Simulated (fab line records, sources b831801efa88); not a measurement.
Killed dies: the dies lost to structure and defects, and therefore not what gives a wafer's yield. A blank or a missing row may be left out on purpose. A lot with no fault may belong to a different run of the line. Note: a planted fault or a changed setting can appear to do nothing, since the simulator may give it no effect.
fab line records | flow sfq-line
record: lots: 14 | wafers: 42 | last-day: 91
route steps=325 shown M3@129 I3@140
lots that met no fault: taken from a fault-free run of the same line
start-h: start of the lot's first displayed wafer, in hours after the record's first day | wait-h: hours since the lot's step before | " same as the row above | L1.1+2: a single row standing in for several wafers | - no value, or no start was given | * or withheld: withheld | < > ~ a bound
route shown NAME@n: names a module that has steps shown in the file, with the first one's number in the route | usual: mean/standard deviation taken from wafers without a fault | same: alike in all rows | chamber/n: place in a boat | sites: the reading at each site | _std_site: how widely they spread, as a standard deviation | _edge_site: inner sites' mean taken away from outer sites' mean | radius-mm: how far each site lies from the wafer's centre | mask NAME#n: copy n | behind: the most recent tool/chamber to have shaped the wafer | hold: cause of the lot's hold/its duration in hours/its outcome | device: names the non-switching transistor (n, p or np) | end of line: at the end of the route, the tests of the same wafers | a step without rows: its recipe alone | killed: count of dies lost to structure and defects at first sort (not the wafer's yield) | map: the dies of a wafer, with x for killed, . for not killed, _ for no die there
set.NAME: the run value of the setting; set.NAME@STEP: its run value at that earlier step | model.NAME: the simulator's own value behind a step, which no gauge read
the route's steps for a sample of lots (tables are steps, rows are wafers)
services: a tool's chamber out of use, with start hour (start-h, from the record's first day; less than 0 if before it), hours out, and reason
== steps ==
step: SFQ_TRILAYER_M3_BARC_OPEN_METAL_ETCH_100
recipe: mask-material: PR | chemistry: O2 | target-depth-nm: 125 | target: BARC | icp-w: 600 | bias-w: 80 | pressure-mtorr: 10 | time-s: 41.7
usual: bias-w: 80.00/0.22 | chamber-pressure-mTorr: 9.999/0.009 | drypump-motor-current-A: 5.59/0.29 | oes-product-au: 0.685/0.0046
lot.wafer | tool         | chamber | start-h | wait-h | bias-w | chamber-pressure-mTorr | drypump-motor-current-A | oes-product-au | rf-hours-counter-h
L945.1    | rie-metal-04 | 1       | 1049.24 | 0.0    | 79.92  | 9.990                  | 5.34                    | 0.687          | 79
L945.2    | "            | 0       | "       | "      | 80.01  | 9.995                  | 5.17                    | 0.682          | 96
L945.3    | "            | 1       | "       | "      | 80.02  | 10.001                 | 5.33                    | 0.687          | -
L947.1    | rie-metal-04 | 1       | 1061.24 | 0.0    | 80.17  | 9.985                  | 5.33                    | 0.693          | 81
L947.4    | "            | 1       | "       | "      | 80.05  | 10.014                 | 5.33                    | 0.675          | -
L947.6    | "            | 1       | "       | "      | 80.03  | 10.013                 | 5.34                    | 0.677          | -
L949.2    | rie-metal-04 | 1       | 1082.13 | 0.0    | 79.82  | 9.993                  | 5.33                    | 0.688          | 84
L949.3    | "            | 1       | "       | "      | 80.44  | 9.993                  | 5.33                    | 0.685          | -
L949.6    | "            | 1       | "       | "      | 79.72  | 10.000                 | 5.34                    | 0.682          | -
L951.2    | rie-metal-04 | 1       | 1129.24 | 0.0    | 80.13  | 9.976                  | 5.32                    | 0.682          | 91
L951.4    | "            | 1       | "       | "      | 80.05  | 9.988                  | 5.32                    | 0.684          | -
L951.6    | "            | 0       | "       | "      | 79.98  | 9.996                  | 5.18                    | 0.686          | -
L952.1    | rie-metal-01 | 0       | 1130.44 | 0.0    | 79.76  | 10.001                 | 5.79                    | 0.688          | 42
L952.2    | "            | 1       | "       | "      | 80.14  | 9.979                  | 5.69                    | 0.678          | 120
L952.5    | "            | 1       | "       | "      | 80.14  | 9.995                  | 5.71                    | 0.683          | -
L953.1    | rie-metal-04 | 0       | 1137.64 | 0.0    | 79.79  | 9.999                  | 5.19                    | 0.675          | 109
L953.2    | "            | 1       | "       | "      | 79.83  | 10.006                 | 5.33                    | 0.683          | 93
L953.4    | "            | 1       | "       | "      | 80.10  | 10.001                 | 5.36                    | 0.686          | -
L955.3    | rie-metal-02 | 1       | 1147.93 | 0.0    | 79.84  | 9.988                  | 5.75                    | 0.687          | -
L955.5    | "            | 1       | "       | "      | 80.22  | 10.003                 | 5.74                    | 0.695          | -
L955.6    | "            | 0       | "       | "      | 80.13  | 10.007                 | 5.97                    | 0.684          | -
L956.4    | rie-metal-02 | 1       | 1154.93 | 0.0    | 80.25  | 9.991                  | 5.75                    | 0.686          | -
L956.5    | "            | 0       | "       | "      | 80.04  | 9.984                  | 5.98                    | 0.688          | -
L956.6    | "            | 1       | "       | "      | 80.23  | 9.993                  | 5.75                    | 0.685          | -
L957.2    | rie-metal-02 | 0       | 1159.71 | 0.0    | 80.08  | 9.999                  | 5.99                    | 0.681          | 73
L957.5    | "            | 0       | "       | "      | 80.06  | 9.990                  | 5.99                    | 0.689          | -
L957.6    | "            | 1       | "       | "      | 80.18  | 9.998                  | 5.75                    | 0.691          | -
L958.3    | rie-metal-02 | 0       | 1166.93 | 0.0    | -      | -                      | -                       | -              | -
L958.4    | "            | 1       | "       | "      | -      | -                      | -                       | -              | -
L958.5    | "            | 0       | "       | "      | -      | -                      | -                       | -              | -
L959.3    | rie-metal-04 | 1       | 1175.33 | 0.0    | -      | -                      | -                       | -              | -
L959.4    | "            | 0       | "       | "      | -      | -                      | -                       | -              | -
L959.5    | "            | 0       | "       | "      | -      | -                      | -                       | -              | -
L960.1    | rie-metal-04 | 0       | 1180.11 | 0.0    | 79.86  | 10.009                 | 5.17                    | 0.680          | 118
L960.3    | "            | 0       | "       | "      | 79.91  | 10.015                 | 5.17                    | 0.680          | -
L960.6    | "            | 0       | "       | "      | 80.04  | 10.000                 | 5.16                    | 0.683          | -
L961.2    | rie-metal-01 | 1       | 1183.71 | 0.0    | 79.79  | 10.009                 | 5.75                    | 0.682          | 131
L961.3    | "            | 1       | "       | "      | 80.01  | 10.002                 | 5.75                    | 0.685          | -
L961.5    | "            | 0       | "       | "      | 80.10  | 10.003                 | 5.82                    | 0.683          | -
L963.1    | rie-metal-02 | 0       | 1202.91 | 0.0    | 80.02  | 9.998                  | 5.96                    | 0.681          | 80
L963.4    | "            | 1       | "       | "      | 80.08  | 10.002                 | 5.74                    | 0.686          | -
L963.6    | "            | 1       | "       | "      | 79.72  | 10.009                 | 5.78                    | 0.681          | -
step: SFQ_TRILAYER_M3_ETCH_METAL_ETCH_078
recipe: target: Nb | stop-on: SiO2 | mask-material: PR | chemistry: Cl2/Ar | target-depth-nm: 240 | icp-w: 600 | bias-w: 80 | pressure-mtorr: 10 | time-s: 120
usual: bias-w: 80.00/0.21 | chamber-pressure-mTorr: 10.001/0.01 | drypump-motor-current-A: 5.59/0.3 | oes-product-au: 0.896/0.0066
lot.wafer | tool         | chamber | start-h | wait-h | bias-w | chamber-pressure-mTorr | drypump-motor-current-A | oes-product-au | rf-hours-counter-h
L945.1    | rie-metal-04 | 1       | 1049.30 | 0.0    | 80.19  | 10.015                 | 5.34                    | 0.896          | 79
L945.2    | "            | 0       | "       | "      | 80.11  | 9.989                  | 5.17                    | 0.897          | 97
L945.3    | "            | 1       | "       | "      | 80.05  | 10.006                 | 5.32                    | 0.894          | -
L947.1    | rie-metal-04 | 1       | 1061.36 | 0.1    | 80.18  | 10.001                 | 5.33                    | 0.901          | 81
L947.4    | "            | 1       | "       | "      | 79.67  | 10.011                 | 5.33                    | 0.899          | -
L947.6    | "            | 1       | "       | "      | 80.27  | 10.016                 | 5.32                    | 0.894          | -
L949.2    | rie-metal-04 | 1       | 1082.19 | 0.0    | 79.95  | 9.994                  | 5.36                    | 0.898          | 84
L949.3    | "            | 1       | "       | "      | 79.93  | 10.008                 | 5.32                    | 0.900          | -
L949.6    | "            | 1       | "       | "      | 79.84  | 10.011                 | 5.34                    | 0.891          | -
L951.2    | rie-metal-04 | 1       | 1129.30 | 0.0    | 79.90  | 9.999                  | 5.31                    | 0.892          | 91
L951.4    | "            | 1       | "       | "      | 79.71  | 9.999                  | 5.34                    | 0.887          | -
L951.6    | "            | 0       | "       | "      | 79.85  | 10.008                 | 5.17                    | 0.892          | -
L952.1    | rie-metal-01 | 0       | 1130.50 | 0.0    | 79.92  | 10.002                 | 5.84                    | 0.891          | 42
L952.2    | "            | 1       | "       | "      | 80.30  | 10.006                 | 5.70                    | 0.899          | 120
L952.5    | "            | 1       | "       | "      | 80.37  | 10.011                 | 5.70                    | 0.901          | -
L953.1    | rie-metal-04 | 0       | 1137.70 | 0.0    | 79.77  | 9.997                  | 5.17                    | 0.888          | 109
L953.2    | "            | 1       | "       | "      | 80.48  | 10.007                 | 5.31                    | 0.896          | 93
L953.4    | "            | 1       | "       | "      | 80.08  | 10.002                 | 5.34                    | 0.896          | -
L955.3    | rie-metal-02 | 1       | 1148.01 | 0.1    | 79.92  | 10.003                 | 5.78                    | 0.902          | -
L955.5    | "            | 1       | "       | "      | 79.94  | 9.998                  | 5.78                    | 0.895          | -
L955.6    | "            | 0       | "       | "      | 79.86  | 10.021                 | 5.97                    | 0.889          | -
L956.4    | rie-metal-02 | 1       | 1155.01 | 0.1    | 80.44  | 10.003                 | 5.78                    | 0.910          | -
L956.5    | "            | 0       | "       | "      | 79.93  | 9.998                  | 5.96                    | 0.898          | -
L956.6    | "            | 1       | "       | "      | 80.19  | 9.988                  | 5.78                    | 0.893          | -
L957.2    | rie-metal-02 | 0       | 1159.77 | 0.0    | 79.74  | 10.005                 | 6.04                    | 0.892          | 73
L957.5    | "            | 0       | "       | "      | 79.98  | 10.009                 | 6.02                    | 0.891          | -
L957.6    | "            | 1       | "       | "      | 80.13  | 9.995                  | 5.77                    | 0.893          | -
L958.3    | rie-metal-02 | 0       | 1167.01 | 0.1    | 80.18  | 9.993                  | 5.99                    | 0.376          | -
L958.4    | "            | 1       | "       | "      | 79.67  | 9.999                  | 5.77                    | 0.376          | -
L958.5    | "            | 0       | "       | "      | 80.07  | 10.018                 | 5.99                    | 0.370          | -
L959.3    | rie-metal-04 | 1       | 1175.41 | 0.1    | 79.95  | 9.996                  | 5.34                    | 0.377          | -
L959.4    | "            | 0       | "       | "      | 80.11  | 10.015                 | 5.16                    | 0.368          | -
L959.5    | "            | 0       | "       | "      | 80.46  | 9.982                  | 5.17                    | 0.372          | -
L960.1    | rie-metal-04 | 0       | 1180.17 | 0.0    | 80.04  | 9.998                  | 5.16                    | 0.902          | 118
L960.3    | "            | 0       | "       | "      | 80.02  | 10.004                 | 5.16                    | 0.906          | -
L960.6    | "            | 0       | "       | "      | 80.01  | 10.005                 | 5.15                    | 0.895          | -
L961.2    | rie-metal-01 | 1       | 1183.77 | 0.0    | 80.16  | 10.007                 | 5.70                    | 0.901          | 131
L961.3    | "            | 1       | "       | "      | 80.29  | 10.005                 | 5.70                    | 0.893          | -
L961.5    | "            | 0       | "       | "      | 80.29  | 9.993                  | 5.81                    | 0.901          | -
L963.1    | rie-metal-02 | 0       | 1202.97 | 0.0    | 79.72  | 10.008                 | 5.97                    | 0.898          | 80
L963.4    | "            | 1       | "       | "      | 80.21  | 9.993                  | 5.75                    | 0.904          | -
L963.6    | "            | 1       | "       | "      | 80.28  | 10.006                 | 5.78                    | 0.883          | -
step: SFQ_TRILAYER_I3_VIA_LITHO_EXPOSE_086
recipe: mask-id: I3 | na: 0.6 | source-shape: conventional | sigma-outer: 0.65 | target-cd-nm: 500 | dose-mj: 21.3
usual: exposure-dose-mJ-cm2: 21.306/0.02 | focus-offset-nm: 0.1/0.5
lot.wafer | tool           | chamber | start-h | wait-h | mask | exposure-dose-mJ-cm2 | focus-offset-nm
L945.1    | krf-scanner-01 | 0       | 1177.37 | -      | I3#0 | 21.311               | 0.4
L945.2    | "              | 0       | "       | "      | I3#0 | 21.341               | 0.1
L945.3    | "              | 0       | "       | "      | I3#0 | 21.330               | -0.3
L947.1    | krf-scanner-01 | 0       | 1188.17 | -      | I3#0 | 21.313               | 0.6
L947.4    | "              | 0       | "       | "      | I3#0 | 21.296               | 0.5
L947.6    | "              | 0       | "       | "      | I3#0 | 21.317               | 0.8
L949.2    | krf-scanner-01 | 0       | 1196.77 | -      | I3#0 | 21.295               | -0.1
L949.3    | "              | 0       | "       | "      | I3#0 | 21.283               | -0.5
L949.6    | "              | 0       | "       | "      | I3#0 | 21.308               | -0.2
L951.2    | krf-scanner-01 | 0       | 1237.57 | -      | I3#0 | 21.341               | -0.2
L951.4    | "              | 0       | "       | "      | I3#0 | 21.327               | 0.2
L951.6    | "              | 0       | "       | "      | I3#0 | 21.323               | 1.3
L952.1    | krf-scanner-01 | 0       | 1243.37 | -      | I3#0 | 21.280               | 0.3
L952.2    | "              | 0       | "       | "      | I3#0 | 21.293               | -0.2
L952.5    | "              | 0       | "       | "      | I3#0 | 21.282               | -0.7
L953.1    | krf-scanner-01 | 0       | 1261.37 | -      | I3#0 | 21.267               | 0.4
L953.2    | "              | 0       | "       | "      | I3#0 | 21.264               | -0.3
L953.4    | "              | 0       | "       | "      | I3#0 | 21.304               | -0.8
L955.3    | krf-scanner-02 | 0       | 1277.50 | -      | I3#0 | 21.283               | 0.2
L955.5    | "              | 0       | "       | "      | I3#0 | 21.292               | 0.1
L955.6    | "              | 0       | "       | "      | I3#0 | 21.287               | -0.3
L956.4    | krf-scanner-02 | 0       | 1283.70 | -      | I3#0 | 21.323               | -1.1
L956.5    | "              | 0       | "       | "      | I3#0 | 21.341               | -0.6
L956.6    | "              | 0       | "       | "      | I3#0 | 21.320               | 0.1
L957.2    | krf-scanner-02 | 0       | 1290.50 | -      | I3#0 | 21.277               | -0.4
L957.5    | "              | 0       | "       | "      | I3#0 | 21.297               | -0.5
L957.6    | "              | 0       | "       | "      | I3#0 | 21.312               | -0.3
L958.3    | krf-scanner-01 | -       | 1305.74 | -      | I3#0 | -                    | -
L958.4    | "              | -       | "       | "      | I3#0 | -                    | -
L958.5    | "              | -       | "       | "      | I3#0 | -                    | -
L959.3    | krf-scanner-01 | -       | 1317.74 | -      | I3#0 | -                    | -
L959.4    | "              | -       | "       | "      | I3#0 | -                    | -
L959.5    | "              | -       | "       | "      | I3#0 | -                    | -
L960.1    | krf-scanner-02 | 0       | 1325.70 | -      | I3#0 | 21.281               | 1.1
L960.3    | "              | 0       | "       | "      | I3#0 | 21.288               | 0.3
L960.6    | "              | 0       | "       | "      | I3#0 | 21.284               | 0.1
L961.2    | krf-scanner-02 | 0       | 1329.50 | -      | I3#0 | 21.289               | -0.9
L961.3    | "              | 0       | "       | "      | I3#0 | 21.280               | -0.1
L961.5    | "              | 0       | "       | "      | I3#0 | 21.315               | 0.1
L963.1    | krf-scanner-02 | 0       | 1347.30 | -      | I3#0 | 21.296               | 0.8
L963.4    | "              | 0       | "       | "      | I3#0 | 21.318               | -0.3
L963.6    | "              | 0       | "       | "      | I3#0 | 21.313               | 0.5
step: SFQ_TRILAYER_I3_VIA_ETCH_VIA_ETCH_088
recipe: target: SiO2 | stop-on: Nb | mask-material: PR | taper-deg: 20 | chemistry: CHF3 | target-depth-nm: 260 | source-w: 500 | bias-w: 80 | pressure-mtorr: 30 | time-s: withheld
usual: bias-w: 80.04/0.23 | chamber-pressure-mTorr: 30.003/0.027 | drypump-motor-current-A: 5.7/0.41 | oes-product-au: 0.854/0.0049
lot.wafer | tool        | chamber | start-h | wait-h | bias-w | chamber-pressure-mTorr | drypump-motor-current-A | oes-product-au
L945.1    | rie-diel-04 | 2       | 1178.95 | 0.0    | 80.03  | 30.000                 | 5.1                     | 0.861
L945.2    | "           | 1       | "       | "      | 80.28  | 30.043                 | 6.1                     | 0.856
L945.3    | "           | 0       | "       | "      | 80.28  | 29.991                 | 5.8                     | 0.856
L947.1    | rie-diel-04 | 0       | 1189.75 | 0.0    | 80.00  | 30.005                 | 5.8                     | 0.852
L947.4    | "           | 3       | "       | "      | 80.18  | 30.041                 | 6.1                     | 0.855
L947.6    | "           | 2       | "       | "      | 80.41  | 29.980                 | 5.1                     | 0.858
L949.2    | rie-diel-04 | 2       | 1198.15 | 0.0    | 79.83  | 30.057                 | 5.1                     | 0.854
L949.3    | "           | 1       | "       | "      | 79.58  | 29.951                 | 6.1                     | 0.848
L949.6    | "           | 3       | "       | "      | 80.02  | 30.031                 | 6.1                     | 0.858
L951.2    | rie-diel-02 | 3       | 1238.95 | 0.0    | 80.11  | 30.030                 | 5.2                     | 0.856
L951.4    | "           | 1       | "       | "      | 79.60  | 29.991                 | 4.9                     | 0.869
L951.6    | "           | 2       | "       | "      | 79.89  | 29.972                 | 6.0                     | 0.860
L952.1    | rie-diel-03 | 3       | 1244.95 | 0.0    | 79.79  | 30.010                 | 5.5                     | 0.857
L952.2    | "           | 0       | "       | "      | 79.62  | 29.989                 | 6.2                     | 0.853
L952.5    | "           | 1       | "       | "      | 79.78  | 30.041                 | 5.9                     | 0.854
L953.1    | rie-diel-04 | 1       | 1262.95 | 0.0    | 79.99  | 29.997                 | 6.1                     | 0.855
L953.2    | "           | 0       | "       | "      | 80.14  | 30.054                 | 5.8                     | 0.855
L953.4    | "           | 2       | "       | "      | 79.86  | 29.983                 | 5.1                     | 0.852
L955.3    | rie-diel-02 | 3       | 1278.67 | 0.0    | 80.16  | 29.971                 | 5.2                     | 0.855
L955.5    | "           | 0       | "       | "      | 79.94  | 29.960                 | 5.6                     | 0.857
L955.6    | "           | 1       | "       | "      | 80.29  | 29.989                 | 4.8                     | 0.853
L956.4    | rie-diel-02 | 1       | 1284.67 | 0.0    | 80.23  | 30.002                 | 4.8                     | 0.855
L956.5    | "           | 3       | "       | "      | 80.18  | 30.017                 | 5.2                     | 0.848
L956.6    | "           | 2       | "       | "      | 80.23  | 30.010                 | 6.0                     | 0.853
L957.2    | rie-diel-02 | 1       | 1291.87 | 0.0    | 80.36  | 30.011                 | 4.9                     | 0.849
L957.5    | "           | 2       | "       | "      | 79.60  | 29.983                 | 6.0                     | 0.850
L957.6    | "           | 1       | "       | "      | 80.43  | 29.959                 | 4.8                     | 0.852
L958.3    | rie-diel-03 | 1       | 1306.92 | 0.0    | 79.84  | 30.034                 | 5.9                     | 0.368
L958.4    | "           | 2       | "       | "      | 79.94  | 29.997                 | 5.9                     | 0.382
L958.5    | "           | 2       | "       | "      | 80.15  | 30.014                 | 5.9                     | 0.379
L959.3    | rie-diel-03 | 2       | 1318.92 | 0.0    | 79.86  | 30.004                 | 6.0                     | 0.374
L959.4    | "           | 3       | "       | "      | 80.08  | 30.001                 | 5.5                     | 0.379
L959.5    | "           | 0       | "       | "      | 79.85  | 29.959                 | 6.2                     | 0.381
L960.1    | rie-diel-02 | 3       | 1327.27 | 0.0    | 80.11  | 30.046                 | 5.2                     | 0.861
L960.3    | "           | 0       | "       | "      | 80.09  | 29.972                 | 5.6                     | 0.860
L960.6    | "           | 0       | "       | "      | 79.83  | 30.008                 | 5.6                     | 0.858
L961.2    | rie-diel-04 | 3       | 1330.87 | 0.0    | 80.29  | 30.019                 | 6.1                     | 0.858
L961.3    | "           | 0       | "       | "      | 79.86  | 29.988                 | 5.8                     | 0.862
L961.5    | "           | 0       | "       | "      | 79.93  | 29.995                 | 5.8                     | 0.853
L963.1    | rie-diel-02 | 2       | 1348.87 | 0.0    | 79.88  | 29.984                 | 6.0                     | 0.849
L963.4    | "           | 3       | "       | "      | 79.97  | 30.058                 | 5.2                     | 0.848
L963.6    | "           | 3       | "       | "      | 80.02  | 29.994                 | 5.2                     | 0.842
== services ==
tool           | chamber | start-h | hours | kind
rie-metal-02   | -       | 1031.80 | 1.4   | pm
krf-scanner-02 | -       | 1043.98 | 1.0   | pm
rie-metal-04   | 0       | 1058.15 | 8.0   | repair
krf-scanner-02 | -       | 1060.39 | 1.3   | pm
krf-scanner-01 | -       | 1065.50 | 1.9   | repair
krf-scanner-02 | -       | 1073.27 | 0.7   | repair
krf-scanner-02 | -       | 1085.84 | 0.2   | repair
krf-scanner-01 | -       | 1095.00 | 1.3   | pm
krf-scanner-02 | -       | 1099.23 | 0.8   | pm
krf-scanner-01 | -       | 1120.30 | 0.8   | pm
rie-metal-04   | -       | 1138.42 | 2.8   | pm
krf-scanner-02 | -       | 1143.94 | 0.3   | repair
rie-diel-02    | -       | 1145.45 | 28.1  | pm
krf-scanner-01 | -       | 1151.17 | 1.0   | pm
rie-metal-04   | -       | 1154.67 | 0.7   | repair
rie-diel-02    | -       | 1195.53 | 2.8   | pm
rie-diel-02    | 3       | 1205.98 | 3.0   | repair
rie-diel-02    | -       | 1207.68 | 1.0   | repair
krf-scanner-02 | -       | 1212.44 | 1.0   | pm
krf-scanner-01 | -       | 1270.97 | 1.3   | pm
krf-scanner-01 | -       | 1275.91 | 1.0   | repair
krf-scanner-01 | -       | 1288.04 | 0.8   | pm
krf-scanner-01 | -       | 1320.94 | 1.0   | pm
rie-metal-04   | 0       | 1340.94 | 4.4   | repair
== key ==
first-sign: step: SFQ_TRILAYER_M3_BARC_OPEN_METAL_ETCH_100 | reading: tool-record | direction: missing
effect: step: SFQ_TRILAYER_M3_ETCH_METAL_ETCH_078 | reading: oes-product-au | direction: down | sigmas: 79 | usual: 0.896 | struck: 0.373
effect: step: SFQ_TRILAYER_I3_VIA_LITHO_EXPOSE_086 | reading: tool-record | direction: missing
effect: step: SFQ_TRILAYER_I3_VIA_ETCH_VIA_ETCH_088 | reading: oes-product-au | direction: down | sigmas: 98 | usual: 0.854 | struck: 0.377
met-at SFQ_TRILAYER_M3_BARC_OPEN_METAL_ETCH_100
struck-lots L958,L959
onset-between 1159.71 1166.93
fault: kind: skipped-step-whole | tool: rie-metal-02,rie-metal-04 | chamber: - | onset-h: 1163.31 | steps: SFQ_TRILAYER_M3_BARC_OPEN_METAL_ETCH_100 | scope: struck-lots-only
